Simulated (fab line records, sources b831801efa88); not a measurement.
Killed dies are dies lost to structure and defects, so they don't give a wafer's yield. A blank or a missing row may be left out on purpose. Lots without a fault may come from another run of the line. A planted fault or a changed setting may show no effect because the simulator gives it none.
Tool commonality check | flow sky130 | 12 lots, 42 wafers sampled

WHY IT WAS OPENED
At SKY_DNWELL_TW_MEAS_09 the reading DNWELL_TW is flagged on 2 of 12 lots. Wafers without a fault read 1105, standard deviation 13.
Rule: a lot is flagged when every wafer of it that has a number lies more than 4 standard deviations from that mean, or none has a number. The other lots count as sound.

lot  | measured    | on            | DNWELL_TW, wafer by wafer     | flag
L624 | day 3 07:13 | film_metro-02 | 1105 1107 1111                |
L625 | day 3 13:04 | film_metro-01 | 1088 1093 1091                |
L626 | day 3 17:19 | film_metro-03 | 1110 1114 1115                |
L629 | day 4 09:41 | film_metro-03 | 1123 1127 1130                |
L630 | day 4 14:48 | film_metro-02 | 1106 1105 1110                |
L635 | day 5 19:14 | film_metro-03 | 1129 1126 1120                |
L636 | day 6 00:08 | film_metro-02 | 1112 1107 1108                |
L638 | day 6 10:58 | film_metro-02 | 1103 1100 1102                |
L641 | day 7 04:13 | film_metro-02 | 1166 1163 1163 1166 1168 1161 | FLAGGED
L642 | day 7 08:22 | film_metro-03 | 1175 1173 1172 1175 1175 1176 | FLAGGED
L643 | day 7 10:57 | film_metro-02 | 1101 1107 1105                |
L644 | day 7 18:20 | film_metro-02 | 1115 1103 1109                |
The numbers of the flagged lots are 1169 on average: +64 against the usual, or +5 standard deviations.

WHICH TOOL RAN EACH LOT
The record holds 3 process steps before the reading, out of a route of 708 steps. In each cell: the tool, then ch and the chambers that the sampled wafers went through, then the start.
lot  | flag    | SKY_FIELD_ISO_ETCH_15             | SKY_FIELD_ISO_STRIP_16              | SKY_DNWELL_IMPLANT_07
L624 |         | rie_diel-02 ch 0,1,3, day 2 08:17 | plasma_asher-01 ch 0,1, day 2 08:21 | implanter-02 ch 0, day 3 06:58
L625 |         | rie_diel-01 ch 1,2, day 2 14:44   | plasma_asher-01 ch 0,1, day 2 14:47 | implanter-02 ch 0, day 3 12:49
L626 |         | rie_diel-01 ch 0,1,2, day 2 17:30 | plasma_asher-04 ch 0,1, day 2 17:33 | implanter-02 ch 0, day 3 17:04
L629 |         | rie_diel-04 ch 1,2,3, day 3 08:05 | plasma_asher-01 ch 0,1, day 3 08:10 | implanter-02 ch 0, day 4 09:28
L630 |         | rie_diel-04 ch 1,2,3, day 3 11:44 | plasma_asher-04 ch 0,1, day 3 11:48 | implanter-01 ch 0, day 4 14:34
L635 |         | rie_diel-01 ch 0,1,2, day 4 15:42 | plasma_asher-01 ch 0,1, day 4 15:45 | implanter-04 ch 0, day 5 18:59
L636 |         | rie_diel-02 ch 0,3, day 4 21:03   | plasma_asher-03 ch 0, day 4 21:06   | implanter-01 ch 0, day 5 23:53
L638 |         | rie_diel-01 ch 0,1,3, day 5 06:27 | plasma_asher-04 ch 0,1, day 5 06:32 | implanter-04 ch 0, day 6 10:44
L641 | FLAGGED | rie_diel-02 ch 0,1, day 6 00:02   | plasma_asher-03 ch 0,1, day 6 00:05 | implanter-01 ch 0, day 7 03:58
L642 | FLAGGED | rie_diel-04 ch 0,2,3, day 6 04:08 | plasma_asher-04 ch 0,1, day 6 04:12 | implanter-01 ch 0, day 7 08:07
L643 |         | rie_diel-01 ch 0,1,2, day 6 07:20 | plasma_asher-04 ch 0,1, day 6 07:24 | implanter-02 ch 0, day 7 10:43
L644 |         | rie_diel-04 ch 0,2,3, day 6 14:02 | plasma_asher-03 ch 0,1, day 6 14:05 | implanter-02 ch 0, day 7 18:06
What these steps do:
- SKY_FIELD_ISO_ETCH_15: etches the open film in CHF3/O2, stops on Si, target depth 180 nm, time 72 s.
- SKY_FIELD_ISO_STRIP_16: strips in O2/N2.
- SKY_DNWELL_IMPLANT_07
- SKY_DNWELL_TW_MEAS_09

FLAGGED OVER TOTAL, TOOL BY TOOL (the gauges that took the reading come last)
step                   | tool            | lots run | flagged | share of the flagged lots | sound lots run after its first flagged lot
SKY_FIELD_ISO_ETCH_15  | rie_diel-01     | 5        | 0       | none                      | -
SKY_FIELD_ISO_ETCH_15  | rie_diel-02     | 3        | 1       | some                      | 0
SKY_FIELD_ISO_ETCH_15  | rie_diel-04     | 4        | 1       | some                      | 1 (L644)
SKY_FIELD_ISO_STRIP_16 | plasma_asher-01 | 4        | 0       | none                      | -
SKY_FIELD_ISO_STRIP_16 | plasma_asher-03 | 3        | 1       | some                      | 1 (L644)
SKY_FIELD_ISO_STRIP_16 | plasma_asher-04 | 5        | 1       | some                      | 1 (L643)
SKY_DNWELL_IMPLANT_07  | implanter-01    | 4        | 2       | all                       | 0
SKY_DNWELL_IMPLANT_07  | implanter-02    | 6        | 0       | none                      | -
SKY_DNWELL_IMPLANT_07  | implanter-04    | 2        | 0       | none                      | -
SKY_DNWELL_TW_MEAS_09  | film_metro-01   | 1        | 0       | none                      | -
SKY_DNWELL_TW_MEAS_09  | film_metro-02   | 7        | 1       | some                      | 2 (L643,L644)
SKY_DNWELL_TW_MEAS_09  | film_metro-03   | 4        | 1       | some                      | 0

WHAT THE TABLE ALLOWS
1 row of the table ran every flagged lot: implanter-01 at SKY_DNWELL_IMPLANT_07.
- implanter-01 at SKY_DNWELL_IMPLANT_07: 2 of its 4 lots flagged. Its last sound lot is L636 (day 5 23:53), its first flagged lot L641 (day 7 03:58): a fault that began between those two fits.
One tool is left: implanter-01 at SKY_DNWELL_IMPLANT_07.

WHAT THE SIMULATOR HAD PUT IN
Process parameter drift: implanter-01, from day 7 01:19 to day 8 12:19, at SKY_DNWELL_IMPLANT_07. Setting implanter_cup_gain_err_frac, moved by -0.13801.
Lots struck among those shown: L641, L642. The rule above found the same.
